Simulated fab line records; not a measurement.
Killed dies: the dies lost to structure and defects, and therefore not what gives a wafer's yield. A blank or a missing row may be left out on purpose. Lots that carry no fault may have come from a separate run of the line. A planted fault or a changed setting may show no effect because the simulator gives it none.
What tool caused it? -- flow sky130 -- 24 lots with 72 wafers sampled at 4 steps, on a route of 708 steps

== WHAT EACH GAUGE READ, for each wafer ==
SKY_LDD_HVP_OVL_MEAS_07. Usual: for LDD_HVP_OVL the level is 1.9 nm and the standard deviation is 1.4.
lot,measured,on,LDD_HVP_OVL (nm),flag
L074,day 21 09:53,overlay-01,2.0 0.7 -0.2,
L075,day 21 14:58,overlay-01,1.9 2.6 2.9,
L076,day 22 02:54,overlay-01,-0.1 -0.3 -1.4,
L077,day 22 11:37,overlay-01,2.8 0.8 1.1,
L078,day 23 01:26,overlay-01,-0.1 -1.6 0.1,
L079,day 23 09:17,overlay-02,1.4 1.9 1.8,
L081,day 23 19:23,overlay-02,1.2 3.4 3.4,
L080,day 23 19:41,overlay-02,4.4 1.0 1.6,
L082,day 24 14:17,overlay-01,2.3 1.4 2.3,
L083,day 25 12:24,overlay-01,2.2 3.1 1.9,
L084,day 26 08:54,overlay-02,3.5 2.0 3.5,
L085,day 26 09:08,overlay-02,0.0 -0.9 3.0,
L086,day 26 14:05,overlay-02,3.5 3.3 2.7,
L087,day 26 14:51,overlay-01,1.7 2.9 1.9,
L088,day 26 20:53,overlay-02,2.5 1.7 -0.3,
L089,day 27 02:29,overlay-02,1.7 1.8 3.0,
L090,day 27 06:12,overlay-02,0.8 -0.1 2.8,
L092,day 27 22:59,overlay-02,-0.5 0.4 2.5,
L091,day 28 00:01,overlay-01,0.8 1.7 2.0,
L093,day 28 04:43,overlay-02,-0.2 2.2 1.7,
L094,day 28 12:26,overlay-01,5.1 3.1 4.1,
L095,day 28 19:18,overlay-02,3.3 1.1 3.9,
L096,day 28 21:29,overlay-01,0.6 1.2 0.9,
L097,day 29 13:20,overlay-01,4.2 2.6 3.6,

SKY_VIA2_RS_MEAS_22: measures by four-point-probe. Usual: for VIA2_W_RS the level is 0.271 ohm/sq and the standard deviation is 0.0042.
lot,measured,on,VIA2_W_RS (ohm/sq),flag
L074,day 36 02:25,film_metro-01,0.266 0.274 0.265,
L075,day 36 06:35,film_metro-03,0.272 0.271 0.269,
L076,day 36 17:13,film_metro-02,0.275 0.271 0.274,
L077,day 37 00:13,film_metro-01,0.268 0.263 0.276,
L078,day 37 12:29,film_metro-02,0.266 0.269 0.275,
L079,day 37 19:26,film_metro-03,0.272 0.268 0.272,
L081,day 38 06:33,film_metro-02,0.263 0.272 0.270,
L080,day 38 14:19,film_metro-03,0.275 0.274 0.275,
L082,day 38 19:00,film_metro-02,0.277 0.264 0.274,
L083,day 39 15:17,film_metro-03,0.268 0.266 0.275,
L084,day 40 09:03,film_metro-01,0.262 0.272 0.271,
L085,day 40 10:11,film_metro-02,0.266 0.267 0.271,
L086,day 40 13:14,film_metro-02,0.265 0.271 0.276,
L087,day 40 14:14,film_metro-02,0.279 0.278 0.278,
L088,day 40 19:50,film_metro-03,0.276 0.270 0.270,
L089,day 40 23:28,film_metro-01,0.270 0.276 0.275,
L090,day 41 01:37,film_metro-02,0.266 0.262 0.270,
L092,day 41 17:20,film_metro-01,0.274 0.270 0.271,
L091,day 41 17:52,film_metro-03,0.274 0.269 0.271,
L093,day 41 22:25,film_metro-03,0.275 0.275 0.266,
L094,day 42 06:35,film_metro-02,0.273 0.265 0.273,
L095,day 42 09:27,film_metro-01,0.276 0.274 0.275,
L096,day 42 12:45,film_metro-03,0.274 0.277 0.277,
L097,day 43 00:38,film_metro-02,0.273 0.278 0.274,

SKY_METAL3_OVL_MEAS_14. Usual: for METAL3_OVL the level is 0 nm and the standard deviation is 5.6.
lot,measured,on,METAL3_OVL (nm),flag
L074,day 38 07:47,overlay-02,-6 -6 0,
L075,day 38 12:08,overlay-02,-4 0 4,
L076,day 38 21:58,overlay-01,4 -1 0,
L077,day 39 03:32,overlay-01,-1 7 0,
L078,day 39 16:05,overlay-01,0 -1 1,
L079,day 39 22:39,overlay-01,5 4 1,
L081,day 40 09:53,overlay-02,-11 -9 -8,
L080,day 40 16:50,overlay-02,-1 -4 2,
L082,day 40 21:59,overlay-02,-1 -3 -5,
L083,day 41 16:29,overlay-02,-1 7 11,
L084,day 42 10:20,overlay-02,1 4 -3,
L085,day 42 11:59,overlay-02,3 9 6,
L086,day 42 14:19,overlay-01,-5 6 6,
L087,day 42 15:14,overlay-01,0 -10 5,
L088,day 42 21:47,overlay-01,7 13 9,
L089,day 43 00:25,overlay-01,-2 6 6,
L090,day 43 02:36,overlay-01,7 2 -2,
L092,day 43 16:59,overlay-02,-3 -4 0,
L091,day 43 17:26,overlay-02,6 4 6,
L093,day 43 22:04,overlay-02,-8 2 -2,
L094,day 44 04:38,overlay-01,-5 2 6,
L095,day 44 08:34,overlay-02,0 -4 -6,
L096,day 44 12:17,overlay-02,-5 1 7,
L097,day 44 22:04,overlay-01,-4 6 0,

== WHAT TOOL EACH LOT RAN ON (gives the tool, then ch and the chambers of the sampled wafers, and finally the start) ==
lot,SKY_METAL3_SPUTTER_03
L074,"pvd_sputter-02, day 36 02:58"
L075,"pvd_sputter-02, day 36 07:08"
L076,"pvd_sputter-01, day 36 17:44"
L077,"pvd_sputter-01, day 37 00:46"
L078,"pvd_sputter-02, day 37 13:02"
L079,"pvd_sputter-03, day 37 19:58"
L081,"pvd_sputter-02, day 38 07:06"
L080,"pvd_sputter-03, day 38 14:52"
L082,"pvd_sputter-01, day 38 19:34"
L083,"pvd_sputter-01, day 39 15:51"
L084,"pvd_sputter-02, day 40 09:37"
L085,"pvd_sputter-02, day 40 10:44"
L086,"pvd_sputter-01, day 40 13:49"
L087,"pvd_sputter-02, day 40 15:01"
L088,"pvd_sputter-01, day 40 20:24"
L089,"pvd_sputter-02, day 41 00:02"
L090,"pvd_sputter-03, day 41 02:09"
L092,"pvd_sputter-03, day 41 17:53"
L091,"pvd_sputter-02, day 41 18:25"
L093,"pvd_sputter-02, day 41 22:55"
L094,"pvd_sputter-03, day 42 07:08"
L095,"pvd_sputter-01, day 42 10:01"
L096,"pvd_sputter-01, day 42 13:18"
L097,"pvd_sputter-03, day 43 01:11"
- SKY_METAL3_SPUTTER_03: material Ti, target thk 5 nm, time 3.3 s.

== AS READ BY THE TOOLS THEMSELVES (means over the sampled wafers that have a number; for cases with no such wafer, the mark the record gives instead) ==
SKY_METAL3_SPUTTER_03. Usual: chamber_pressure_pa 0.4124 Pa, standard deviation 0.0009; throttle_valve_pct 30.7 %, standard deviation 0.7.
lot,tool,chamber_pressure_pa (Pa),throttle_valve_pct (%),flag
L074,pvd_sputter-02,0.4121,31.1,
L075,pvd_sputter-02,0.4127,31.1,
L076,pvd_sputter-01,0.4120,30.1,
L077,pvd_sputter-01,0.4118,30.4,
L078,pvd_sputter-02,0.4125,30.9,
L079,pvd_sputter-03,0.4127,30.3,
L081,pvd_sputter-02,0.4124,31.0,
L080,pvd_sputter-03,0.4129,30.1,
L082,pvd_sputter-01,0.4131,30.4,
L083,pvd_sputter-01,0.4118,30.6,
L084,pvd_sputter-02,0.4120,30.9,
L085,pvd_sputter-02,0.4128,31.2,
L086,pvd_sputter-01,0.4116,30.2,
L087,pvd_sputter-02,0.4126,30.9,
L088,pvd_sputter-01,0.4131,30.5,
L089,pvd_sputter-02,0.4128,30.9,
L090,pvd_sputter-03,0.4118,30.3,
L092,pvd_sputter-03,0.4124,31.2,
L091,pvd_sputter-02,0.4127,31.2,
L093,pvd_sputter-02,0.4123,31.1,
L094,pvd_sputter-03,0.4127,30.8,
L095,pvd_sputter-01,0.4125,30.2,
L096,pvd_sputter-01,0.4121,30.4,
L097,pvd_sputter-03,0.4121,30.1,

== THE ANSWER, worked out from the rows above alone ==
Rule: take the mean of a lot's wafers that have a number; if it is more than 3 standard deviations from the usual mean, the lot is off. A lot without any number at a reading at which 4 lots or more have one is off too. The other lots that the step has rows for count as sound. The gauges are gone through in route order, then the tools' own readings, and for those a lot's mean is taken as printed above. At the first step where some lot is off, the reading lying furthest off is the one used; lots without a number count as furthest.
Across all readings shown, no lot is off: no conclusion can be drawn from this.

== WHAT THE SIMULATOR HAD PUT IN ==
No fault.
